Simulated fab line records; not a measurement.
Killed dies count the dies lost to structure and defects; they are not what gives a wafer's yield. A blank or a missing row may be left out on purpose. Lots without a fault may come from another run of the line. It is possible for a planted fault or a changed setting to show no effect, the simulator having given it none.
A lot that was struck, set against a sound lot || flow sky130 || 15 steps out of a route of 708
Sound: the wafers L271.1, L271.4, L271.6. The struck wafers were L281.1, L281.2, L281.5. Last of all comes the cause.
Per side, at each step with rows, come the tool, then ch with its chambers, and then its first start. Under that, the readings that differ: sound wafers || struck wafers || difference of the means || sigmas: that difference in standard deviations of wafers without a fault.
alike: a reading whose means differ by less than 2 such deviations, as well as words and numbers matching on both sides. not compared: withheld readings; readings where some wafer has no value; bounds like >300 that might hide an equal value; numbers whose values overlap and for which the record gives no deviation.
The two part at a step that has a row with sigmas, a row that says differs or no value, or rows on one side only. Numbers that have no deviation but don't overlap get no sigmas and don't part them. A reading missing from all wafers of one side parts the sides only when that side holds two or more wafers.

SKY_POLY_GATE_THK_MEAS_21:
  sound: filmMetro-03 at day 19 16:46; struck: filmMetro-01 at day 23 01:16
  alike: POLY_GATE_OXIDATION_THK
SKY_POLY_GATE_CD_MEAS_22:
  sound: cdSem-01 at day 19 16:49; struck: cdSem-02 at day 23 01:19
  alike: cdNm
then, 7 steps without rows for these wafers: SKY_LDD_N_DEHYDRATE_00 (time 60 s); SKY_LDD_N_HMDS_01 (prime time 60 s); SKY_LDD_N_COAT_02 (resist thk 300 nm); SKY_LDD_N_SOFTBAKE_03 (time 60 s); SKY_LDD_N_EXPOSE_04 (exposes mask NTM, target cd 840 nm); SKY_LDD_N_PEB_05; SKY_LDD_N_DEVELOP_06 (develop time 60 s).
SKY_LDD_N_OVL_MEAS_07:
  sound: overlay-02 at day 21 00:05; struck: overlay-01 at day 24 07:24
  alike: LDD_N_OVL
then, 2 steps without rows for these wafers: SKY_LDD_N_IMPLANT_08; SKY_LDD_N_IMPLANT_09.
SKY_LDD_N_IMPLANT_10:
  sound on implanter-04 ch 0, day 21 00:25; struck on implanter-04 ch 0, day 24 07:44
{"reading": "doseIonsCm2", "sound": "7.504e+13 7.491e+13 7.487e+13", "struck": "7.779e+13 7.789e+13 7.78e+13", "difference": "+2.887e+12", "sigmas": "+35"}
then, 1 step without rows for these wafers: SKY_LDD_N_IMPLANT_11.
-- a jump in the record: the struck wafers' starts before and after are 26 days apart (it breaks off in module LDD_N and resumes in module PAD_OPEN, where the first step shown is number 708 of the route) --
SKY_PAD_OPEN_PROBE_99:
  sound: prober-01 at day 48 01:10; struck: prober-02 at day 50 00:29
  alike: killed_at_M0_to_M3, killed_at_M4_up, killedAtContacts, killedAtFrontEnd, killedAtOther, killedDies, killedOpen, killedShort

== WHERE THEY PART ==
At SKY_LDD_N_IMPLANT_10 and nowhere else, as far as this record goes. Later steps at which nothing parts them and some readings are alike: SKY_PAD_OPEN_PROBE_99.

WHY: what the simulator had put in
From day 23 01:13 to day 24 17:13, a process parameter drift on implanter-04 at SKY_LDD_N_IMPLANT_10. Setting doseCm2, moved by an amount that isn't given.
